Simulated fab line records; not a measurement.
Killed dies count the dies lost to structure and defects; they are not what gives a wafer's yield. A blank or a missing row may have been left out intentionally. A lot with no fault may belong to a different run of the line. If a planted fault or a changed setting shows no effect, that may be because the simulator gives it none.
Which of the tools did it? / flow sky130 / Sampling: 13 lots, 39 wafers, 4 of 708 route steps

## WHAT EACH GAUGE READ, for each wafer
SKY_FIELD_ISO_BOW_MEAS_00. Usual: INCOMING_BOW typically reads 1 um, with standard deviation 6.9.
lot=L118; measured=day 1 15:02; on=film-metro-01; INCOMING_BOW (um)=5 2 -9; flag=
lot=L121; measured=day 2 06:04; on=film-metro-04; INCOMING_BOW (um)=3 6 -6; flag=
lot=L122; measured=day 2 11:01; on=film-metro-04; INCOMING_BOW (um)=-5 0 12; flag=
lot=L123; measured=day 2 16:02; on=film-metro-04; INCOMING_BOW (um)=0 -5 6; flag=
lot=L124; measured=day 2 21:00; on=film-metro-04; INCOMING_BOW (um)=9 14 -8; flag=
lot=L125; measured=day 3 02:00; on=film-metro-03; INCOMING_BOW (um)=-7 -11 0; flag=
lot=L126; measured=day 3 07:00; on=film-metro-04; INCOMING_BOW (um)=-8 8 1; flag=
lot=L127; measured=day 3 12:00; on=film-metro-03; INCOMING_BOW (um)=1 2 -11; flag=
lot=L128; measured=day 3 17:01; on=film-metro-01; INCOMING_BOW (um)=-6 7 -4; flag=
lot=L135; measured=day 5 04:00; on=film-metro-01; INCOMING_BOW (um)=6 3 -2; flag=
lot=L137; measured=day 5 14:00; on=film-metro-04; INCOMING_BOW (um)=7 6 8; flag=
lot=L139; measured=day 6 00:01; on=film-metro-03; INCOMING_BOW (um)=-3 -8 10; flag=
lot=L140; measured=day 6 05:01; on=film-metro-01; INCOMING_BOW (um)=19 11 1; flag=

SKY_NWELL_THK_MEAS_02. Usual: NWELL_OXIDATION_THK typically reads 9.96 nm, with standard deviation 0.24.
lot=L118; measured=day 2 22:08; on=film-metro-01; NWELL_OXIDATION_THK (nm)=9.65 9.87 9.72; flag=
lot=L121; measured=day 3 08:56; on=film-metro-03; NWELL_OXIDATION_THK (nm)=9.89 9.91 10.01; flag=
lot=L122; measured=day 3 15:02; on=film-metro-01; NWELL_OXIDATION_THK (nm)=9.75 9.75 9.90; flag=
lot=L123; measured=day 3 22:43; on=film-metro-02; NWELL_OXIDATION_THK (nm)=9.86 10.04 9.91; flag=
lot=L124; measured=day 4 03:59; on=film-metro-01; NWELL_OXIDATION_THK (nm)=9.98 9.96 10.10; flag=
lot=L125; measured=day 4 08:13; on=film-metro-02; NWELL_OXIDATION_THK (nm)=9.49 9.50 9.69; flag=
lot=L128; measured=day 4 22:42; on=film-metro-02; NWELL_OXIDATION_THK (nm)=10.26 10.13 10.17; flag=
lot=L135; measured=day 6 08:13; on=film-metro-01; NWELL_OXIDATION_THK (nm)=10.27 10.32 10.29; flag=
lot=L137; measured=day 6 20:52; on=film-metro-02; NWELL_OXIDATION_THK (nm)=10.43 10.07 10.27; flag=
lot=L139; measured=day 7 07:01; on=film-metro-03; NWELL_OXIDATION_THK (nm)=9.88 9.92 9.81; flag=
lot=L140; measured=day 7 09:55; on=film-metro-01; NWELL_OXIDATION_THK (nm)=9.95 10.21 10.02; flag=

SKY_PWDE_OVL_MEAS_07. Usual: PWDE_OVL typically reads 0.1 nm, with standard deviation 1.3.
lot=L118; measured=day 4 06:27; on=overlay-02; PWDE_OVL (nm)=-0.2 0.8 0.6; flag=
lot=L121; measured=day 4 18:21; on=overlay-01; PWDE_OVL (nm)=-2.1 -2.2 -2.9; flag=
lot=L122; measured=day 5 00:23; on=overlay-01; PWDE_OVL (nm)=-2.6 -0.9 -1.4; flag=
lot=L123; measured=day 5 09:33; on=overlay-02; PWDE_OVL (nm)=0.9 -1.9 -0.1; flag=
lot=L124; measured=day 5 15:25; on=overlay-02; PWDE_OVL (nm)=-0.9 1.3 0.8; flag=
lot=L125; measured=day 5 19:34; on=overlay-01; PWDE_OVL (nm)=-0.3 -0.5 -1.8; flag=
lot=L128; measured=day 6 12:02; on=overlay-02; PWDE_OVL (nm)=1.2 0.5 3.2; flag=
lot=L135; measured=day 8 00:04; on=overlay-02; PWDE_OVL (nm)=0.3 -0.9 0.0; flag=
lot=L137; measured=day 8 13:05; on=overlay-02; PWDE_OVL (nm)=-0.4 -0.2 2.3; flag=
lot=L139; measured=day 9 00:23; on=overlay-02; PWDE_OVL (nm)=-1.4 -1.3 1.3; flag=
lot=L140; measured=day 9 04:25; on=overlay-01; PWDE_OVL (nm)=0.5 0.3 1.3; flag=

## WHICH TOOL RAN EACH LOT (tool, then ch and the chambers of the sampled wafers, then the start)
lot=L118; SKY_FIELD_ISO_ETCH_17=rie-si-01 ch 0,2,3, day 2 12:16
lot=L121; SKY_FIELD_ISO_ETCH_17=rie-si-02 ch 0,2,3, day 3 02:51
lot=L122; SKY_FIELD_ISO_ETCH_17=rie-si-01 ch 1,3, day 3 07:42
lot=L123; SKY_FIELD_ISO_ETCH_17=rie-si-01 ch 0,3, day 3 11:46
lot=L124; SKY_FIELD_ISO_ETCH_17=rie-si-02 ch 0,1, day 3 18:39
lot=L125; SKY_FIELD_ISO_ETCH_17=rie-si-01 ch 1,2,3, day 3 22:06
lot=L126; SKY_FIELD_ISO_ETCH_17=rie-si-01 ch 1,2,3, day 4 03:31
lot=L127; SKY_FIELD_ISO_ETCH_17=rie-si-02 ch 0,2,3, day 4 10:28
lot=L128; SKY_FIELD_ISO_ETCH_17=rie-si-02 ch 1,3, day 4 16:03
lot=L135; SKY_FIELD_ISO_ETCH_17=rie-si-02 ch 0,2,3, day 6 02:15
lot=L137; SKY_FIELD_ISO_ETCH_17=rie-si-02 ch 0,3, day 6 13:46
lot=L139; SKY_FIELD_ISO_ETCH_17=rie-si-02 ch 0,1,2, day 6 23:00
lot=L140; SKY_FIELD_ISO_ETCH_17=rie-si-02 ch 1,2,3, day 7 04:21
- SKY_FIELD_ISO_ETCH_17: etches Si in HBr/Cl2/O2, target depth 342 nm, time 97.7 s.

## WHAT THE TOOLS THEMSELVES READ (means of the sampled wafers that have a number; where no wafer has one, the mark that the record gives instead)
SKY_FIELD_ISO_ETCH_17. Usual: HBr_flow_sccm 150.0 sccm, standard deviation 0.48; O2_flow_sccm 5.997 sccm, standard deviation 0.018; drypump-motor-current-A 5.7 A, standard deviation 0.39; oes-product-au 0.995 a.u., standard deviation 0.011; throttle-valve-pct 25.660 %, standard deviation 0.011.
lot=L118; tool=rie-si-01; HBr_flow_sccm (sccm)=150.3; O2_flow_sccm (sccm)=6.018; drypump-motor-current-A (A)=5.8; oes-product-au (a.u.)=0.998; throttle-valve-pct (%)=25.651; flag=
lot=L121; tool=rie-si-02; HBr_flow_sccm (sccm)=149.8; O2_flow_sccm (sccm)=5.992; drypump-motor-current-A (A)=5.7; oes-product-au (a.u.)=0.993; throttle-valve-pct (%)=25.662; flag=
lot=L122; tool=rie-si-01; HBr_flow_sccm (sccm)=150.0; O2_flow_sccm (sccm)=5.966; drypump-motor-current-A (A)=5.3; oes-product-au (a.u.)=0.993; throttle-valve-pct (%)=25.648; flag=
lot=L123; tool=rie-si-01; HBr_flow_sccm (sccm)=150.1; O2_flow_sccm (sccm)=6.002; drypump-motor-current-A (A)=5.9; oes-product-au (a.u.)=1.005; throttle-valve-pct (%)=25.656; flag=
lot=L124; tool=rie-si-02; HBr_flow_sccm (sccm)=149.9; O2_flow_sccm (sccm)=5.987; drypump-motor-current-A (A)=5.5; oes-product-au (a.u.)=1.003; throttle-valve-pct (%)=25.648; flag=
lot=L125; tool=rie-si-01; HBr_flow_sccm (sccm)=150.3; O2_flow_sccm (sccm)=6.014; drypump-motor-current-A (A)=5.5; oes-product-au (a.u.)=0.996; throttle-valve-pct (%)=25.660; flag=
lot=L126; tool=rie-si-01; HBr_flow_sccm (sccm)=-; O2_flow_sccm (sccm)=-; drypump-motor-current-A (A)=-; oes-product-au (a.u.)=-; throttle-valve-pct (%)=-; flag=OFF
lot=L127; tool=rie-si-02; HBr_flow_sccm (sccm)=-; O2_flow_sccm (sccm)=-; drypump-motor-current-A (A)=-; oes-product-au (a.u.)=-; throttle-valve-pct (%)=-; flag=OFF
lot=L128; tool=rie-si-02; HBr_flow_sccm (sccm)=149.8; O2_flow_sccm (sccm)=6.000; drypump-motor-current-A (A)=6.1; oes-product-au (a.u.)=0.994; throttle-valve-pct (%)=25.657; flag=
lot=L135; tool=rie-si-02; HBr_flow_sccm (sccm)=150.0; O2_flow_sccm (sccm)=6.003; drypump-motor-current-A (A)=5.7; oes-product-au (a.u.)=0.984; throttle-valve-pct (%)=25.669; flag=
lot=L137; tool=rie-si-02; HBr_flow_sccm (sccm)=149.8; O2_flow_sccm (sccm)=5.994; drypump-motor-current-A (A)=5.6; oes-product-au (a.u.)=0.994; throttle-valve-pct (%)=25.660; flag=
lot=L139; tool=rie-si-02; HBr_flow_sccm (sccm)=150.1; O2_flow_sccm (sccm)=5.998; drypump-motor-current-A (A)=5.5; oes-product-au (a.u.)=0.998; throttle-valve-pct (%)=25.662; flag=
lot=L140; tool=rie-si-02; HBr_flow_sccm (sccm)=150.3; O2_flow_sccm (sccm)=6.003; drypump-motor-current-A (A)=5.8; oes-product-au (a.u.)=0.987; throttle-valve-pct (%)=25.662; flag=

## THE ANSWER, worked out from the rows above alone
Rule: a lot is off if the mean of its wafers that have a number lies more than 3 standard deviations from the usual mean. A lot without any number at a reading at which 4 lots or more have one is off too. Where the step has rows for the other lots, those lots are counted as sound. The gauges are gone through in route order, then the tools' own readings, and for those a lot's mean is taken as printed above. The first step at which some lot is off is used, and at that step the reading that is off furthest; a lot without a number counts as furthest.
Off: L126, L127, at SKY_FIELD_ISO_ETCH_17 (HBr_flow_sccm). Without a number there: L126, L127.
If a tool, at that step or one of the process steps before it, ran each lot that is off and ran no sound lot following the first of them, it fits. No candidate that was tried fits.

## WHAT WAS PUT IN BY THE SIMULATOR
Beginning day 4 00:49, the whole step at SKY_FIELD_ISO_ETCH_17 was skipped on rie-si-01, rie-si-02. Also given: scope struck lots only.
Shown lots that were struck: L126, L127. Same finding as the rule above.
